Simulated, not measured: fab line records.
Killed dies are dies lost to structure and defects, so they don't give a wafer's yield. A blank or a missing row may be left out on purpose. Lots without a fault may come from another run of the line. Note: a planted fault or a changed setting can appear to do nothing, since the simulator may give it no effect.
The tool behind it: which one?	flow gf180mcu	11 lots, 33 wafers sampled, at 3 steps of a route of 602

== WHAT EACH GAUGE READ, for each wafer ==
GF_M5_CD_MEAS_07: target cd 280 nm. Usual: cd-nm reads 280.4 nm (standard deviation 1.1).
lot	measured	on	cd-nm (nm)	flag
L520	day 25 23:42	cd-sem-02	280.9 280.7 281.7	
L521	day 26 09:20	cd-sem-01	279.5 279.3 281.1	
L524	day 27 19:33	cd-sem-02	280.2 279.3 279.0	
L526	day 28 09:23	cd-sem-01	282.1 283.3 282.6	
L527	day 28 20:46	cd-sem-01	279.6 280.3 281.4	
L528	day 28 23:34	cd-sem-01	280.6 280.3 280.6	
L529	day 29 02:43	cd-sem-01	279.2 279.0 278.7	
L532	day 30 02:39	cd-sem-02	280.7 279.9 279.6	
L534	day 30 11:13	cd-sem-01	282.3 281.0 280.2	
L535	day 30 19:37	cd-sem-02	280.7 281.5 282.5	
L540	day 32 04:22	cd-sem-02	280.6 281.4 280.7	

== EACH LOT AND THE TOOL THAT RAN IT (in order: tool; ch and the chambers of the sampled wafers; start) ==
lot	GF_V4_ETCH_17	GF_V4_SPUTTER_22
L520	rie-diel-04 ch 0,1,2, day 24 03:04 or earlier	pvd-sputter-02, day 24 03:04
L521	rie-diel-01 ch 0,2,3, day 24 13:25 or earlier	pvd-sputter-01, day 24 13:25
L524	rie-diel-01 ch 2,3, day 26 00:27 or earlier	pvd-sputter-04, day 26 00:27
L526	rie-diel-04 ch 0,3, day 26 16:38 or earlier	pvd-sputter-01, day 26 16:38
L527	rie-diel-03 ch 0,2, day 27 04:19 or earlier	pvd-sputter-02, day 27 04:19
L528	rie-diel-01 ch 1,2,3, day 27 06:10 or earlier	pvd-sputter-02, day 27 06:10
L529	rie-diel-03 ch 1,2, day 27 09:27 or earlier	pvd-sputter-02, day 27 09:27
L532	rie-diel-03 ch 0,2,3, day 28 11:24 or earlier	pvd-sputter-02, day 28 11:24
L534	rie-diel-03 ch 1, day 28 20:49 or earlier	pvd-sputter-02, day 28 20:49
L535	rie-diel-01 ch 0,2,3, day 29 05:54 or earlier	pvd-sputter-04, day 29 05:54
L540	rie-diel-04 ch 2,3, day 30 17:15 or earlier	pvd-sputter-01, day 30 17:15
- GF_V4_ETCH_17: etches SiO2 in C4F8/O2/Ar, stops on TiN, target depth 630 nm.
- GF_V4_SPUTTER_22: material TiN, target thk 10 nm, time 40 s.

== AS READ BY THE TOOLS THEMSELVES (means over the sampled wafers that have a number; for cases with no such wafer, the mark the record gives instead) ==
GF_V4_ETCH_17. Usual: oes-product-au 0.856 a.u., standard deviation 0.0049; rf-fwd-power-W 1491 W, standard deviation 4.9.
lot	tool	oes-product-au (a.u.)	rf-fwd-power-W (W)	flag
L520	rie-diel-04	0.853	1489	
L521	rie-diel-01	0.853	1491	
L524	rie-diel-01	0.854	1487	
L526	rie-diel-04	0.854	1495	
L527	rie-diel-03	0.854	1487	
L528	rie-diel-01	0.861	1489	
L529	rie-diel-03	0.855	1488	
L532	rie-diel-03	0.859	1490	
L534	rie-diel-03	0.858	1493	
L535	rie-diel-01	0.853	1497	
L540	rie-diel-04	0.857	1496	

GF_V4_SPUTTER_22. Usual: chamber-pressure-pa 5.001 Pa, standard deviation 0.0094; throttle-valve-pct 29.4 %, standard deviation 0.8.
lot	tool	chamber-pressure-pa (Pa)	throttle-valve-pct (%)	flag
L520	pvd-sputter-02	5.002	29.5	
L521	pvd-sputter-01	5.005	28.7	
L524	pvd-sputter-04	4.994	29.0	
L526	pvd-sputter-01	5.003	28.9	
L527	pvd-sputter-02	4.992	30.0	
L528	pvd-sputter-02	5.001	29.2	
L529	pvd-sputter-02	4.998	29.7	
L532	pvd-sputter-02	5.001	29.2	
L534	pvd-sputter-02	5.004	29.2	
L535	pvd-sputter-04	5.016	28.9	
L540	pvd-sputter-01	4.996	30.1	

== THE ANSWER, worked out from the rows above alone ==
Rule: take the mean of a lot's wafers that have a number; if it is more than 3 standard deviations from the usual mean, the lot is off. A lot without any number at a reading at which 4 lots or more have one is off too. Where the step has rows for the other lots, those lots are counted as sound. Order of review: gauges by route order, followed by the tools' own readings, for which a lot's mean as printed above is used. The first step at which some lot is off is used, and at that step the reading that is off furthest; a lot without a number counts as furthest.
Nothing can be told from this: no lot is off at any reading shown.

== WHAT THE SIMULATOR HAD INSERTED ==
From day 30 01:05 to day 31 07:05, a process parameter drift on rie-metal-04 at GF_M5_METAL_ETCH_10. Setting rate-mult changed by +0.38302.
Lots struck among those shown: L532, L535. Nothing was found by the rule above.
